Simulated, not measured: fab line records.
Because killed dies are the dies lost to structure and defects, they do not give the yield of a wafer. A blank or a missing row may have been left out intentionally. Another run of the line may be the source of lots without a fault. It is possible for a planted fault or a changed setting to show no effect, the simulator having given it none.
A lot that was struck, set against a sound lot / flow sky130 / 19 out of 708 route steps
Sound: these wafers, L242.4, L242.5, L242.6. Struck: wafers L251.1, L251.2, L251.6. The cause is given at the end.
For every step that has rows: the tool of each side, followed by ch and its chambers, followed by its first start. Under that, the readings that differ: sound wafers / struck wafers / difference of the means / sigmas: that difference in standard deviations of wafers without a fault.
alike: readings with means less than 2 such deviations apart, plus words and numbers identical on both sides. not compared: withheld readings, readings lacking a value on some wafer, bounds such as >300 that could conceal the same value, and numbers that have no deviation in the record and whose values overlap.
A row with sigmas, a row that says differs or no value, or rows on one side alone: a step with any of these is where the two part. Numbers that don't overlap but have no deviation are shown without sigmas and don't part them. A reading missing from all wafers of one side parts the sides only when that side holds two or more wafers.

first, 4 steps without rows for these wafers: SKY_METAL2_STRIP_21 (strips in post etch residue remover, time 1200 s); SKY_METAL2_CLEAN_22 (cleans in IPA, time 180 s); SKY_METAL2_CLEAN_23 (cleans in O3/DIW); SKY_VIA2_HDPCVD_00 (deposits SiO2, target thk 1180 nm, time 196.7 s).
SKY_VIA2_THK_MEAS_01:
  sound on film metro-04 at day 35 02:09; struck on film metro-02 at day 38 15:07
  alike: VIA2_HDPCVD_THK
SKY_VIA2_CMP_02: polishes SiO2.
  sound on cmp-01 ch 1,2, day 35 02:11; struck on cmp-02 ch 1,2,3, day 38 15:17
  alike: motor current A
SKY_VIA2_BOW_MEAS_03:
  sound on film metro-04 at day 35 02:32; struck on film metro-03 at day 38 15:29
  alike: VIA2_BOW
then, 5 steps without rows for these wafers: SKY_VIA2_DEHYDRATE_04 (time 60 s); SKY_VIA2_HMDS_05 (prime time 60 s); SKY_VIA2_COAT_06 (resist thk 60 nm); SKY_VIA2_COAT_07 (resist thk 450 nm); SKY_VIA2_SOFTBAKE_08 (time 90 s).
SKY_VIA2_EXPOSE_09: exposes mask VIM2, target cd 200 nm.
  sound on krf scanner-02 ch 0, day 35 16:10; struck on krf scanner-02 ch 0, day 39 04:08
reading=model.VIA2.overlay x nm (nm); sound=0.3159 0.3159 0.3159; struck=75.76 75.76 75.76; difference=+75.44; sigmas=
  alike: mask, exposure dose mJ cm2, focus offset nm, reticle temp C
then, 2 steps without rows for these wafers: SKY_VIA2_PEB_10; SKY_VIA2_DEVELOP_11 (develop time 60 s).
SKY_VIA2_CD_MEAS_12 targets a cd of 200 nm.
  sound on cd sem-02 at day 36 05:37; struck on cd sem-01 at day 39 15:52
  alike: cd nm
SKY_VIA2_OVL_MEAS_13:
  sound on overlay-02 at day 36 05:42; struck on overlay-01 at day 39 15:59
reading=VIA2_OVL (nm); sound=6 0 9; struck=81 75 79; difference=+73; sigmas=+14
SKY_VIA2_ETCH_14: etches BARC in N2/H2, stops on SiO2, time 45.9 s, target depth 60 nm.
  sound on rie diel-04 ch 1,2,3, day 36 05:43; struck on rie diel-02 ch 0,1,2, day 39 16:01
  alike: drypump motor current A, h2 flow sccm, oes product au, rf fwd power W, throttle valve pct
  not compared: rf hours counter h
-- the record jumps here: 9 days lie between the struck wafers' starts before and after (it left off in module VIA2 and takes up again in module PAD_OPEN, whose first step shown is number 708 of the route) --
SKY_PAD_OPEN_PROBE_99:
  sound on prober-01 at day 45 18:08; struck on prober-02 at day 48 11:11
reading=model.etest.via2 chain.rc ohm; sound=9.781 9.983 9.104; struck=11 11.25 11.26; difference=+2; sigmas=
  alike: defect limited yield, killed_at_M0_to_M3, killed_at_M4_up, killed at contacts, killed at front end, killed at other, killed dies, killed open, killed short, sort_bin_3_pad_short, sort_bin_5_function, sort_bin_6_memory, sort n pass, sort yield pct

WHERE THEY PART
SKY_VIA2_OVL_MEAS_13 only, going by this record. Later steps at which nothing parts them and some readings are alike: SKY_VIA2_ETCH_14, SKY_PAD_OPEN_PROBE_99.

WHY: what the simulator had put in
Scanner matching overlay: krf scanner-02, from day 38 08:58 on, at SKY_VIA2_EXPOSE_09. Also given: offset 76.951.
